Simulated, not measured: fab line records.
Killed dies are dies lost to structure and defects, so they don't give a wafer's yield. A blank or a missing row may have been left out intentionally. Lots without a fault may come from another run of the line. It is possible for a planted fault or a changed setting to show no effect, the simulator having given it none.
2 desks, one fault / flow sky130 / numbers are kept per desk, each desk with only its own; the story behind them comes last

== THE METROLOGY DESK ==
Lot by lot, what the gauges showed, no matter which tool ran the lot: averages of those sampled wafers that carry a number. Marked OUT: a lot whose mean sits more than 4 standard deviations from the usual mean, which makes it out of limits; the brackets give that distance.
Columns: A = cdNm at SKY_METAL2_CD_MEAS_15, usual 139.9 nm
lot=L125; first seen here=day 35 10:28; A=140.2
lot=L128; first seen here=day 36 12:29; A=139.9
lot=L129; first seen here=day 36 16:58; A=140.9
lot=L130; first seen here=day 36 19:17; A=141.8
lot=L131; first seen here=day 37 05:05; A=136.7
lot=L132; first seen here=day 37 23:17; A=138.6
lot=L133; first seen here=day 37 23:22; A=139.7
lot=L142; first seen here=day 40 14:39; A=142.3
lot=L143; first seen here=day 40 20:01; A=140.1
lot=L147; first seen here=day 41 19:38; A=139.7
lot=L146; first seen here=day 42 01:41; A=141.3
This desk found nothing out of limits on any of the 11 lots.

== THE TOOL OWNER'S DESK: pvdSputter-01 ==
The tool's own readings at SKY_METAL2_SPUTTER_02 (material AlCu, target thk 250 nm, time 13.3 s): means of the sampled wafers that have a number, for each lot that ran on this tool. Marked OUT: a lot whose mean sits more than 4 standard deviations from the usual mean, which makes it out of limits; the brackets give that distance.
Columns: A = chamberPressurePa at SKY_METAL2_SPUTTER_02, usual 0.4000 Pa; B = throttleValvePct at SKY_METAL2_SPUTTER_02, usual 30.1 %
lot=L125; first seen here=day 34 08:25; A=0.4002; B=31.0
lot=L128; first seen here=day 35 10:33; A=0.4003; B=31.2
lot=L129; first seen here=day 35 14:25; A=0.4003; B=29.7
lot=L130; first seen here=day 35 16:43; A=0.3997; B=31.0
lot=L131; first seen here=day 36 02:47; A=0.3737 (-31) OUT; B=30.8
lot=L132; first seen here=day 36 21:08; A=0.3736 (-31) OUT; B=31.9
lot=L146; first seen here=day 41 02:03; A=0.4004; B=30.3
This desk's verdict: out of limits on L131, L132, starting with L131 at day 36 02:47 (chamberPressurePa at SKY_METAL2_SPUTTER_02). In limits: L125, L128, L129, L130, L146.

== BROUGHT TOGETHER ==
The tool owner's desk could have raised an alarm at day 36 02:47, on L131, L132.
Nothing out of limits was seen by the metrology desk.
The metrology desk has L131, L132 on record, within its limits.
Every lot named ran SKY_METAL2_SPUTTER_02 on pvdSputter-01.

== WHAT THE SIMULATOR HAD INSERTED ==
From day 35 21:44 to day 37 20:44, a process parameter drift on pvdSputter-01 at SKY_METAL2_SPUTTER_02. A move of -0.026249 in setting chamberPressurePa, from 0.4. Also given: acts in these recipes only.
Struck lots among those shown: L131, L132.
Hours from the fault's start to each desk's first reading out of limits: the tool owner's desk, 5.
